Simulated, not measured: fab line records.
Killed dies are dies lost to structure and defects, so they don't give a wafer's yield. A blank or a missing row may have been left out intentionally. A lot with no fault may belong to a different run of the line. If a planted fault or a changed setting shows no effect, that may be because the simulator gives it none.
What tool caused it? | flow sfqLine | 42 wafers from 14 lots sampled at 2 of the route's 325 steps

## WHAT EACH GAUGE READ, for each wafer
SFQ_M0_RS_MEAS_904: measurement is done with a four-point probe. Usual: for M0_NB_RS the level is 0.889 ohm/sq and the standard deviation is 0.011.
lot  | measured     | on           | M0_NB_RS (ohm/sq) | flag
L579 | day 6 19:43  | filmMetro-04 | 0.896 0.884 0.879 | 
L581 | day 6 23:17  | filmMetro-03 | 0.888 0.877 0.879 | 
L582 | day 7 00:29  | filmMetro-02 | 0.903 0.909 0.913 | 
L587 | day 7 14:15  | filmMetro-04 | 0.871 0.878 0.878 | 
L588 | day 7 16:39  | filmMetro-04 | 0.885 0.887 0.887 | 
L589 | day 7 17:17  | filmMetro-03 | 0.889 0.881 0.875 | 
L590 | day 7 20:52  | filmMetro-04 | 0.876 0.884 0.879 | 
L591 | day 7 22:39  | filmMetro-02 | 0.913 0.908 0.909 | 
L592 | day 8 04:03  | filmMetro-04 | 0.933 0.941 0.908 | OFF
L595 | day 8 18:00  | filmMetro-02 | 0.946 0.918 0.913 | OFF
L599 | day 14 18:11 | filmMetro-02 | 0.893 0.894 0.888 | 
L600 | day 15 07:36 | filmMetro-04 | 0.887 0.905 0.890 | 
L601 | day 15 14:23 | filmMetro-04 | 0.891 0.890 0.887 | 
L602 | day 15 22:45 | filmMetro-03 | 0.880 0.884 0.880 | 

## EACH LOT AND THE TOOL THAT RAN IT (in order: tool; ch and the chambers of the sampled wafers; start)
lot  | SFQ_TRILAYER_M0_DEP_SPUTTER_019
L579 | pvdSputter-06, day 6 19:36
L581 | pvdSputter-03, day 6 23:12
L582 | pvdSputter-04, day 7 00:24
L587 | pvdSputter-06, day 7 14:10
L588 | pvdSputter-06, day 7 16:34
L589 | pvdSputter-04, day 7 17:10
L590 | pvdSputter-06, day 7 20:46
L591 | pvdSputter-04, day 7 22:34
L592 | pvdSputter-04, day 8 03:58
L595 | pvdSputter-04, day 8 17:55
L599 | pvdSputter-04, day 14 18:05
L600 | pvdSputter-04, day 15 07:29
L601 | pvdSputter-03, day 15 14:16
L602 | pvdSputter-04, day 15 22:40
- SFQ_TRILAYER_M0_DEP_SPUTTER_019: material Nb, target thk 200 nm, time 133.3 s.

## WHAT THE TOOLS THEMSELVES READ (means of the sampled wafers that have a number; where no wafer has one, the mark that the record gives instead)
SFQ_TRILAYER_M0_DEP_SPUTTER_019. Usual: resputterCathodeVoltageV 401 V, standard deviation 3.9; throttleValvePct 30.4 %, standard deviation 1.1.
lot  | tool          | resputterCathodeVoltageV (V) | throttleValvePct (%) | flag
L579 | pvdSputter-06 | 402                          | 29.3                 | 
L581 | pvdSputter-03 | 401                          | 29.8                 | 
L582 | pvdSputter-04 | 400                          | 31.0                 | 
L587 | pvdSputter-06 | 401                          | 29.1                 | 
L588 | pvdSputter-06 | 402                          | 29.6                 | 
L589 | pvdSputter-04 | 400                          | 31.0                 | 
L590 | pvdSputter-06 | 402                          | 29.9                 | 
L591 | pvdSputter-04 | 400                          | 31.1                 | 
L592 | pvdSputter-04 | 403                          | 31.2                 | 
L595 | pvdSputter-04 | 399                          | 31.0                 | 
L599 | pvdSputter-04 | 400                          | 31.1                 | 
L600 | pvdSputter-04 | 400                          | 31.3                 | 
L601 | pvdSputter-03 | 396                          | 30.3                 | 
L602 | pvdSputter-04 | 402                          | 30.9                 | 

## THE ANSWER, worked out from the rows above alone
Rule: take the mean of a lot's wafers that have a number; if it is more than 3 standard deviations from the usual mean, the lot is off. A lot without any number at a reading at which 4 lots or more have one is off too. Where the step has rows for the other lots, those lots are counted as sound. First the gauges in route order, then the tools' own readings, where a lot's mean is used as printed above. At the first step where some lot is off, the reading lying furthest off is the one used; lots without a number count as furthest.
Off: L592, L595, seen at SFQ_M0_RS_MEAS_904 (M0_NB_RS).
If a tool, at a process step before that reading, ran all the lots that are off and no sound lot after the first of them, it fits. Gauges at SFQ_M0_RS_MEAS_904: tried the same way as those tools. No candidate that was tried fits.

## WHAT THE SIMULATOR HAD PUT IN
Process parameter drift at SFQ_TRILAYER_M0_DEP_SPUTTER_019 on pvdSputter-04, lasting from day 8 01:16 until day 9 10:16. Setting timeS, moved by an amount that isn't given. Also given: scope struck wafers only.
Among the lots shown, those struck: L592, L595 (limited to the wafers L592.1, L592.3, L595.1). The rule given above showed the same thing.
